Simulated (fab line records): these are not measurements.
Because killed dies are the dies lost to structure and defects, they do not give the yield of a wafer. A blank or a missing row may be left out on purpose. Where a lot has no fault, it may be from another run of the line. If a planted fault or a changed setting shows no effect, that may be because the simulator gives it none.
Which of the tools did it? ; flow sky130 ; 7 lots, 21 wafers sampled, at 3 steps of a route of 708

WHAT THE GAUGES SHOWED, per wafer
SKY_SONOS_ONO_CD_MEAS_13 targets a cd of 410 nm.
lot;measured;on;cd_nm (nm)
L386;day 13 05:15;cd_sem-02;407.4 408.6 407.9
L388;day 14 00:22;cd_sem-02;- - -
L390;day 14 12:39;cd_sem-02;- - -
L399;day 17 12:06;cd_sem-01;412.5 413.8 415.2
L401;day 18 05:13;cd_sem-01;411.9 411.0 410.3
L402;day 18 23:42;cd_sem-02;403.3 406.0 406.2
L406;day 20 11:57;cd_sem-01;408.6 409.7 410.4

EACH LOT AND THE TOOL THAT RAN IT (in order: tool; ch and the chambers of the sampled wafers; start)
lot;SKY_VT_ADJUST_LVTN_STRIP_20;SKY_SONOS_ONO_DEVELOP_12
L386;plasma_asher-03 ch 0,1, day 8 03:59;litho_track-03 ch 0, day 13 05:07
L388;plasma_asher-04 ch 0,1, day 8 20:48;litho_track-03, day 14 00:13
L390;plasma_asher-02 ch 0,1, day 9 05:42;litho_track-01, day 14 12:30
L399;plasma_asher-03 ch 0,1, day 11 15:40;litho_track-04 ch 0, day 17 11:57
L401;plasma_asher-02 ch 0,1, day 12 06:44;litho_track-04 ch 0, day 18 05:05
L402;plasma_asher-03 ch 0,1, day 12 23:32;litho_track-01 ch 0, day 18 23:33
L406;plasma_asher-02 ch 0,1, day 14 03:35;litho_track-01 ch 0, day 20 11:48
- SKY_VT_ADJUST_LVTN_STRIP_20: strips in O2/N2.
- SKY_SONOS_ONO_DEVELOP_12: develop time 60 s.

THE ANSWER, worked out from the rows above alone
Rule: the lots themselves supply what counts as usual. The widest of any qualifying gaps counts: lots, ordered by their means at a reading, are off when they make up no more than a third of the lots, leave a main group of 4 or more, and stand apart from it by 3 or more times the standard deviation of that group's means. If all means in a main group match to the digits the tables above print for the reading, that group is not used. A lot without any number at a reading at which 4 lots or more have one is off too. Any other lot the step has rows for is counted as sound.
Off at SKY_SONOS_ONO_CD_MEAS_13 (cd_nm): L388, L390. Without a number there: L388, L390. The main group has a mean of 409.5 nm with a standard deviation of 2.9.
If a tool, at a process step before that reading, ran all the lots that are off and no sound lot after the first of them, it fits. The gauges at SKY_SONOS_ONO_CD_MEAS_13 are tried like those tools. No candidate that was tried fits.

WHAT THE SIMULATOR HAD PUT IN
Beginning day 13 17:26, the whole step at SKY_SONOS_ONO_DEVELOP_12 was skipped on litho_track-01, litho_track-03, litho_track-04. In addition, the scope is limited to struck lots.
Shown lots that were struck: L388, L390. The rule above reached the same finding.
